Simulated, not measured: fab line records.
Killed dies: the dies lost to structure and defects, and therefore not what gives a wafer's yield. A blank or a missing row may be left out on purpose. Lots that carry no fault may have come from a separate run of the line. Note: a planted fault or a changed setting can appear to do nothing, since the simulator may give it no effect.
fab line records	flow sky130
record: lots: 13	wafers: 39	last-day: 50
route steps=708 shown VT_ADJUST_NCORE@126 SONOS_ONO@173 POLY_GATE@218 PAD_OPEN@708
lots that met no fault: from a run of the same line without faults
start-h: the number of hours between the record's first day and the start of the first shown wafer of the lot	wait-h: how many hours have passed since the lot's step before this one	" as in the row above	L1.1+2: a single row standing in for several wafers	- value missing, or start not given	* or withheld: withheld	< > ~ a bound
route shown NAME@n: names a module that has steps shown in the file, with the first one's number in the route	usual: mean/standard deviation of fault-free wafers	same: alike in all rows	chamber/n: place in a boat	sites: each site's reading	_std_site: the standard deviation of these	_edge_site: the outer-site mean with the inner-site mean subtracted	radius-mm: for every site, how far away it sits from the centre of the wafer	mask NAME#n: copy n	behind: the last tool/chamber to shape the wafer	hold: the reason the lot was held/the length of the hold in hours/how it ended	device: transistor that didn't switch, given as n, p or np	end of line: tests of these same wafers at the route's end	step lacking rows: just its recipe	killed: count of dies lost to structure and defects at first sort (not the wafer's yield)	map: a wafer's dies, marking killed ones x, the rest . and places with no die _
set.NAME: setting as actually run; set.NAME@STEP: the setting as run at that earlier step	model.NAME: the simulator's own value behind a step, which no gauge read
route steps across a sampled set of lots; one table per step, one row per wafer
services: from which hour (start-h, from the record's first day; less than 0 if before it) a tool's chamber was out of use, for how many hours, and why
== steps ==
step: SKY_VT_ADJUST_NCORE_CD_MEAS_07
recipe: target-cd-nm: 380
usual: cd-nm: 379.4/2.1
lot.wafer	tool	chamber	start-h	wait-h	cd-nm
L449.2	cd-sem-02	-	180.30	0.1	382.5
L449.3	"	-	"	"	381.7
L449.4	"	-	"	"	383.0
L452.2	cd-sem-02	-	200.45	0.1	379.8
L452.4	"	-	"	"	379.1
L452.5	"	-	"	"	380.0
L456.1	cd-sem-01	-	236.83	0.1	377.3
L456.4	"	-	"	"	379.2
L456.5	"	-	"	"	376.9
L458.3	cd-sem-01	-	254.27	0.1	381.2
L458.4	"	-	"	"	380.8
L458.6	"	-	"	"	382.7
L461.1	cd-sem-02	-	260.84	0.1	382.6
L461.5	"	-	"	"	380.0
L461.6	"	-	"	"	379.8
L462.1	cd-sem-01	-	278.43	0.1	382.6
L462.3	"	-	"	"	381.2
L462.6	"	-	"	"	382.7
L463.3	cd-sem-02	-	279.22	0.1	380.1
L463.5	"	-	"	"	381.2
L463.6	"	-	"	"	382.3
L464.1	cd-sem-01	-	285.28	0.1	377.5
L464.2	"	-	"	"	380.8
L464.5	"	-	"	"	378.0
L466.1	cd-sem-02	-	304.94	0.1	377.8
L466.3	"	-	"	"	381.0
L466.6	"	-	"	"	380.1
L468.1	cd-sem-01	-	329.19	0.1	376.9
L468.5	"	-	"	"	380.1
L468.6	"	-	"	"	382.4
L470.2	cd-sem-01	-	332.25	0.1	375.5
L470.3	"	-	"	"	376.9
L470.4	"	-	"	"	379.0
L471.3	cd-sem-01	-	334.57	0.1	377.3
L471.4	"	-	"	"	375.5
L471.5	"	-	"	"	377.6
L472.1	cd-sem-02	-	355.53	0.1	382.4
L472.3	"	-	"	"	380.7
L472.5	"	-	"	"	379.4
step: SKY_VT_ADJUST_NCORE_IMPLANT_09
recipe: species: B	energy-kev: 10	dose-cm2: 2.4e+12	tilt-deg: withheld
usual: beam-on-s: 10.00/0.23	dose-ions-cm2: 2.3991e+12/2.4e+09	faraday-current-uA: 13.5/0.31
lot.wafer	tool	chamber	start-h	wait-h	beam-on-s	dose-ions-cm2	faraday-current-uA
L449.2	implanter-02	0	180.46	0.0	9.88	2.4014e+12	13.7
L449.3	"	0	"	"	10.18	2.4013e+12	13.3
L449.4	"	0	"	"	9.44	2.4038e+12	14.3
L452.2	implanter-03	0	212.53	0.1	10.31	2.3973e+12	13.1
L452.4	"	0	"	"	9.96	2.3964e+12	13.6
L452.5	"	0	"	"	10.12	2.3959e+12	13.4
L456.1	implanter-02	0	236.99	0.0	9.97	2.4029e+12	13.6
L456.4	"	0	"	"	9.95	2.4003e+12	13.6
L456.5	"	0	"	"	9.92	2.4013e+12	13.6
L458.3	implanter-03	0	254.44	0.1	10.18	2.3923e+12	13.3
L458.4	"	0	"	"	10.07	2.3937e+12	13.5
L458.6	"	0	"	"	9.60	2.4001e+12	14.1
L461.1	implanter-03	0	260.99	0.0	10.06	1.3873e+12	7.8
L461.5	"	0	"	"	9.92	1.3877e+12	7.9
L461.6	"	0	"	"	10.41	1.3891e+12	7.5
L462.1	implanter-02	0	278.59	0.0	9.70	2.4005e+12	13.9
L462.3	"	0	"	"	9.88	2.4008e+12	13.7
L462.6	"	0	"	"	10.23	2.4017e+12	13.2
L463.3	implanter-03	0	279.39	0.1	10.05	1.3905e+12	7.8
L463.5	"	0	"	"	10.28	1.394e+12	7.6
L463.6	"	0	"	"	9.75	1.3919e+12	8.0
L464.1	implanter-02	0	285.44	0.0	10.26	2.3949e+12	13.2
L464.2	"	0	"	"	9.81	2.3995e+12	13.8
L464.5	"	0	"	"	9.99	2.397e+12	13.5
L466.1	implanter-04	0	305.09	0.0	9.95	2.3999e+12	13.6
L466.3	"	0	"	"	9.98	2.3992e+12	13.6
L466.6	"	0	"	"	9.72	2.4046e+12	13.9
L468.1	implanter-02	0	329.34	0.0	10.03	2.4004e+12	13.6
L468.5	"	0	"	"	9.83	2.4003e+12	13.8
L468.6	"	0	"	"	9.99	2.4028e+12	13.5
L470.2	implanter-02	0	332.41	0.0	9.77	2.4027e+12	13.8
L470.3	"	0	"	"	10.03	2.401e+12	13.5
L470.4	"	0	"	"	10.23	2.3959e+12	13.3
L471.3	implanter-04	0	334.74	0.1	9.84	2.3984e+12	13.7
L471.4	"	0	"	"	10.41	2.4018e+12	13.0
L471.5	"	0	"	"	10.49	2.3982e+12	12.9
L472.1	implanter-03	0	355.69	0.0	9.87	2.3984e+12	13.7
L472.3	"	0	"	"	9.84	2.3994e+12	13.7
L472.5	"	0	"	"	9.39	2.4009e+12	14.4
step: SKY_VT_ADJUST_NCORE_TW_MEAS_11
usual: VT_ADJUST_NCORE_TW: 219.3/1.7
lot.wafer	tool	chamber	start-h	wait-h	VT_ADJUST_NCORE_TW
L449.2	film-metro-01	-	180.70	0.1	218.3
L449.3	"	-	"	"	218.5
L449.4	"	-	"	"	219.6
L452.2	film-metro-01	-	212.76	0.1	218.0
L452.4	"	-	"	"	219.7
L452.5	"	-	"	"	219.4
L456.1	film-metro-02	-	237.24	0.1	220.7
L456.4	"	-	"	"	221.4
L456.5	"	-	"	"	220.1
L458.3	film-metro-01	-	254.66	0.1	216.2
L458.4	"	-	"	"	215.7
L458.6	"	-	"	"	215.6
L461.1	film-metro-02	-	261.24	0.1	188.4
L461.5	"	-	"	"	188.6
L461.6	"	-	"	"	188.7
L462.1	film-metro-03	-	278.84	0.1	218.6
L462.3	"	-	"	"	219.3
L462.6	"	-	"	"	220.6
L463.3	film-metro-03	-	279.61	0.1	187.2
L463.5	"	-	"	"	188.6
L463.6	"	-	"	"	187.4
L464.1	film-metro-03	-	285.69	0.1	219.7
L464.2	"	-	"	"	220.7
L464.5	"	-	"	"	220.2
L466.1	film-metro-01	-	305.34	0.1	216.5
L466.3	"	-	"	"	216.9
L466.6	"	-	"	"	216.6
L468.1	film-metro-02	-	329.59	0.1	221.9
L468.5	"	-	"	"	222.6
L468.6	"	-	"	"	223.1
L470.2	film-metro-01	-	332.65	0.1	216.2
L470.3	"	-	"	"	216.1
L470.4	"	-	"	"	216.5
L471.3	film-metro-02	-	334.96	0.1	221.8
L471.4	"	-	"	"	221.2
L471.5	"	-	"	"	221.7
L472.1	film-metro-03	-	355.94	0.1	218.5
L472.3	"	-	"	"	219.9
L472.5	"	-	"	"	218.7
step: SKY_SONOS_ONO_THK_MEAS_05
recipe: reads: SiO2_of_SONOS_ONO_CVD_04
usual: SONOS_ONO_CVD_04_THK: 5.75/0.12
lot.wafer	tool	chamber	start-h	wait-h	SONOS_ONO_CVD_04_THK[nm]
L449.2	film-metro-02	-	260.92	0.0	5.72
L449.3	"	-	"	"	5.73
L449.4	"	-	"	"	5.85
L452.2	film-metro-03	-	281.01	0.0	5.59
L452.4	"	-	"	"	5.61
L452.5	"	-	"	"	5.72
L456.1	film-metro-01	-	317.03	0.0	5.87
L456.4	"	-	"	"	5.77
L456.5	"	-	"	"	5.73
L458.3	film-metro-02	-	335.07	0.0	5.57
L458.4	"	-	"	"	5.63
L458.6	"	-	"	"	5.67
L461.1	film-metro-03	-	343.45	0.0	5.57
L461.5	"	-	"	"	5.51
L461.6	"	-	"	"	5.57
L462.1	film-metro-03	-	363.05	0.0	5.78
L462.3	"	-	"	"	5.76
L462.6	"	-	"	"	5.67
L463.3	film-metro-03	-	364.42	0.0	5.66
L463.5	"	-	"	"	5.80
L463.6	"	-	"	"	5.73
L464.1	film-metro-01	-	370.84	0.0	5.72
L464.2	"	-	"	"	5.81
L464.5	"	-	"	"	5.92
L466.1	film-metro-02	-	391.79	0.0	5.71
L466.3	"	-	"	"	5.79
L466.6	"	-	"	"	5.61
L468.1	film-metro-02	-	422.33	0.0	5.96
L468.5	"	-	"	"	5.93
L468.6	"	-	"	"	5.96
L470.2	film-metro-01	-	423.85	0.0	5.67
L470.3	"	-	"	"	5.66
L470.4	"	-	"	"	5.76
L471.3	film-metro-01	-	427.16	0.0	5.69
L471.4	"	-	"	"	5.63
L471.5	"	-	"	"	5.65
L472.1	film-metro-03	-	448.79	0.0	5.72
L472.3	"	-	"	"	5.83
L472.5	"	-	"	"	5.77
step: SKY_POLY_GATE_THK_MEAS_04
recipe: reads: Si3N4_of_POLY_GATE_CVD_03
usual: POLY_GATE_CVD_03_THK: 75.3/0.74
lot.wafer	tool	chamber	start-h	wait-h	POLY_GATE_CVD_03_THK[nm]
L449.2	film-metro-04	-	348.99	0.0	74.6
L449.3	"	-	"	"	74.8
L449.4	"	-	"	"	74.7
L452.2	film-metro-04	-	366.42	0.0	74.5
L452.4	"	-	"	"	75.1
L452.5	"	-	"	"	75.4
L456.1	film-metro-03	-	408.91	0.0	74.8
L456.4	"	-	"	"	74.2
L456.5	"	-	"	"	75.3
L458.3	film-metro-04	-	427.21	0.0	75.3
L458.4	"	-	"	"	74.9
L458.6	"	-	"	"	75.2
L461.1	film-metro-02	-	439.04	0.0	74.3
L461.5	"	-	"	"	74.3
L461.6	"	-	"	"	74.2
L462.1	film-metro-02	-	460.15	0.0	74.2
L462.3	"	-	"	"	74.6
L462.6	"	-	"	"	74.7
L463.3	film-metro-03	-	462.59	0.0	75.1
L463.5	"	-	"	"	75.1
L463.6	"	-	"	"	75.4
L464.1	film-metro-03	-	469.71	0.0	75.2
L464.2	"	-	"	"	74.7
L464.5	"	-	"	"	74.3
L466.1	film-metro-04	-	491.83	0.0	75.0
L466.3	"	-	"	"	75.8
L466.6	"	-	"	"	74.7
L468.1	film-metro-04	-	520.50	0.0	75.4
L468.5	"	-	"	"	74.9
L468.6	"	-	"	"	75.5
L470.2	film-metro-03	-	524.07	0.0	76.8
L470.3	"	-	"	"	75.8
L470.4	"	-	"	"	75.7
L471.3	film-metro-04	-	527.52	0.0	75.5
L471.4	"	-	"	"	75.1
L471.5	"	-	"	"	74.9
L472.1	film-metro-04	-	554.55	0.0	74.8
L472.3	"	-	"	"	74.5
L472.5	"	-	"	"	74.9
step: SKY_PAD_OPEN_PROBE_99
usual: killed_at_M0_to_M3: 43/6.3	killed_at_M4_up: 3.3/1.7	killed-at-contacts: 24/5.4	killed-at-front-end: 16/4.6	killed-at-other: 0.4/0.7	killed-dies: 87/9.4	killed-open: 47/6.9	killed-short: 39/6.1
same: gross-dies: 492	killed-at-back-side: 0
lot.wafer	tool	chamber	start-h	wait-h	killed_at_M0_to_M3	killed_at_M4_up	killed-at-contacts	killed-at-front-end	killed-at-other	killed-dies	killed-open	killed-short
L458.3	prober-02	-	1134.71	0.2	53	2	31	14	3	103	62	41
L458.4	prober-02	-	1134.76	0.2	46	3	26	14	1	90	52	38
L458.6	prober-02	-	1134.86	0.2	51	2	31	11	0	95	50	45
killed by level:class
L458.3 VIA2:geometric-particle:open=12 VIA1:geometric-particle:open=12 CONTACT:geometric-particle:open=11 METAL1:geometric-particle:short=8 VIA3:geometric-particle:open=8 LOCAL_INTERCONNECT:geometric-particle:short=7 CONTACT:geometric-particle:short=5 FIELD_ISO:geometric-particle:open=4
L458.4 VIA1:geometric-particle:open=11 LI_CONTACT:geometric-particle:open=10 VIA2:geometric-particle:open=7 VIA3:geometric-particle:open=7 CONTACT:geometric-particle:open=6 CONTACT:geometric-particle:short=5 METAL2:geometric-particle:short=5 VIA1:geometric-particle:short=4
L458.6 CONTACT:geometric-particle:open=13 VIA1:geometric-particle:open=11 CONTACT:geometric-particle:short=10 VIA2:geometric-particle:short=8 VIA2:geometric-particle:open=8 VIA3:geometric-particle:open=6 LOCAL_INTERCONNECT:geometric-particle:short=5 METAL2:geometric-particle:short=5
== services ==
tool	chamber	start-h	hours	kind
implanter-02	-	165.65	2.2	repair
implanter-02	-	170.12	3.3	pm
implanter-03	-	197.17	1.8	repair
implanter-03	-	208.88	1.8	repair
implanter-04	-	248.07	8.0	pm
implanter-03	-	255.38	1.4	repair
implanter-04	-	298.75	5.0	pm
implanter-04	-	345.51	3.1	repair
== key ==
first-sign: step: SKY_VT_ADJUST_NCORE_IMPLANT_09	reading: dose-ions-cm2	direction: down	sigmas: 99+	usual: *	struck: *
effect: step: SKY_VT_ADJUST_NCORE_IMPLANT_09	reading: faraday-current-uA	direction: down	sigmas: 19	usual: 13.5	struck: 7.8
effect: step: SKY_VT_ADJUST_NCORE_TW_MEAS_11	reading: VT_ADJUST_NCORE_TW	direction: down	sigmas: 18	usual: 219.3	struck: 188.2
met-at SKY_VT_ADJUST_NCORE_IMPLANT_09
struck-lots L461,L463
tester-left-out L461,L463
not-acting-at SKY_VT_ADJUST_NCORE_CD_MEAS_07,SKY_SONOS_ONO_THK_MEAS_05,SKY_POLY_GATE_THK_MEAS_04
onset-between 254.44 260.99
fault: kind: process-parameter-drift	tool: implanter-03	chamber: -	onset-h: 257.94	steps: SKY_VT_ADJUST_NCORE_IMPLANT_09	channel: dose-cm2	offset: *	shape: step	end-h: 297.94	acts-in: *	stated: *
tester-left-out: of these lots the tester's yield and bins aren't shown, on N5 and GAA mostly nor the transistor test; their killed dies are dies lost to structure and defects alone, not to doping, threshold or leakage, so they don't give the yield
